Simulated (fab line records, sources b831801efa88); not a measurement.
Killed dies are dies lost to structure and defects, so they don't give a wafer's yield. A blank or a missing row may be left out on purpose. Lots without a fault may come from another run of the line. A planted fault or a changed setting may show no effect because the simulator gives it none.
One fault seen from 2 desks | flow sky130 | each desk has only its own numbers; what lay behind them comes last

THE METROLOGY DESK
What the gauges read, lot by lot, whatever tool the lot ran on: means of the sampled wafers that have a number. A lot is out of limits, marked OUT, if its mean lies more than 4 standard deviations from the usual mean; the brackets give that distance.
Columns: A = cd_nm at SKY_VT_ADJUST_HVTP_CD_MEAS_07, usual 379.4 nm; B = cd_nm at SKY_SONOS_TUNNEL_CD_MEAS_07, usual 410.0 nm; C = POLY_GATE_OVL at SKY_POLY_GATE_OVL_MEAS_14, usual 0 nm
lot  | first seen here | A     | B     | C
L581 | day 6 15:42     | 383.2 | 409.1 | -5
L582 | day 7 01:19     | 376.9 | 411.5 | 0
L583 | day 7 02:12     | 381.9 | 409.8 | -2
L584 | day 7 05:53     | 379.4 | 408.7 | 10
L585 | day 7 08:40     | 379.4 | 409.9 | 5
L588 | day 7 23:21     | 377.4 | 410.3 | 5
L592 | day 8 23:47     | 381.1 | 411.2 | -4
L596 | day 10 02:31    | 380.5 | 407.6 | -1
L597 | day 10 09:10    | 378.8 | 410.3 | 2
L600 | day 11 08:23    | 379.1 | 409.4 | 1
L601 | day 11 15:38    | 376.3 | 411.6 | -3
L602 | day 11 21:30    | 382.9 | 409.2 | 1
L604 | day 12 03:00    | 377.8 | 410.7 | -5
This desk's finding: nothing out of limits on any of the 13 lots.

THE TOOL OWNER'S DESK: rie_diel-03
The tool's own readings at SKY_POLY_GATE_ETCH_15 (etches BARC in N2/H2, stops on SiO2, time 118.5 s, target depth 110 nm): means of the sampled wafers that have a number, for each lot that ran on this tool. A lot is out of limits, marked OUT, if its mean lies more than 4 standard deviations from the usual mean; the brackets give that distance.
Columns: A = chamber_pressure_mTorr at SKY_POLY_GATE_ETCH_15, usual 30.003 mTorr; B = drypump_motor_current_A at SKY_POLY_GATE_ETCH_15, usual 5.7 A; C = oes_product_au at SKY_POLY_GATE_ETCH_15, usual 0.716 a.u.; D = rf_fwd_power_W at SKY_POLY_GATE_ETCH_15, usual 497.6 W; E = throttle_valve_pct at SKY_POLY_GATE_ETCH_15, usual 13.212 %
lot  | first seen here | A                | B   | C     | D     | E
L583 | day 17 17:25    | 30.018           | 6.0 | 0.719 | 497.3 | 13.215
L582 | day 17 22:55    | 29.989           | 5.8 | 0.711 | 497.1 | 13.206
L585 | day 18 08:04    | 30.018           | 5.7 | 0.717 | 498.2 | 13.214
L588 | day 19 04:17    | 31.992 (+77) OUT | 5.7 | 0.715 | 495.9 | 13.214
L596 | day 21 21:52    | 30.000           | 5.8 | 0.723 | 497.5 | 13.209
L597 | day 23 09:11    | 29.991           | 5.8 | 0.715 | 498.4 | 13.207
L600 | day 23 14:13    | 29.996           | 5.8 | 0.717 | 498.0 | 13.222
L602 | day 23 23:24    | 30.006           | 5.7 | 0.715 | 496.2 | 13.214
This desk's finding: out of limits on L588; first on L588, day 19 04:17 (chamber_pressure_mTorr at SKY_POLY_GATE_ETCH_15). In limits: L583, L582, L585, L596, L597, L600, L602.

PUT TOGETHER
The tool owner's desk could have raised an alarm at day 19 04:17, on L588.
The metrology desk saw nothing out of limits.
The metrology desk has L588 on record, within its limits.
Of the lots named, all ran SKY_POLY_GATE_ETCH_15 on rie_diel-03.

WHAT THE SIMULATOR HAD PUT IN
Process parameter drift: rie_diel-03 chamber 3, from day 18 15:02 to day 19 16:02, at SKY_POLY_GATE_ETCH_15. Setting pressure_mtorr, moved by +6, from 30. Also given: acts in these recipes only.
Lots struck among those shown: L588.
Hours from the fault's start to each desk's first reading out of limits: the tool owner's desk, 13.
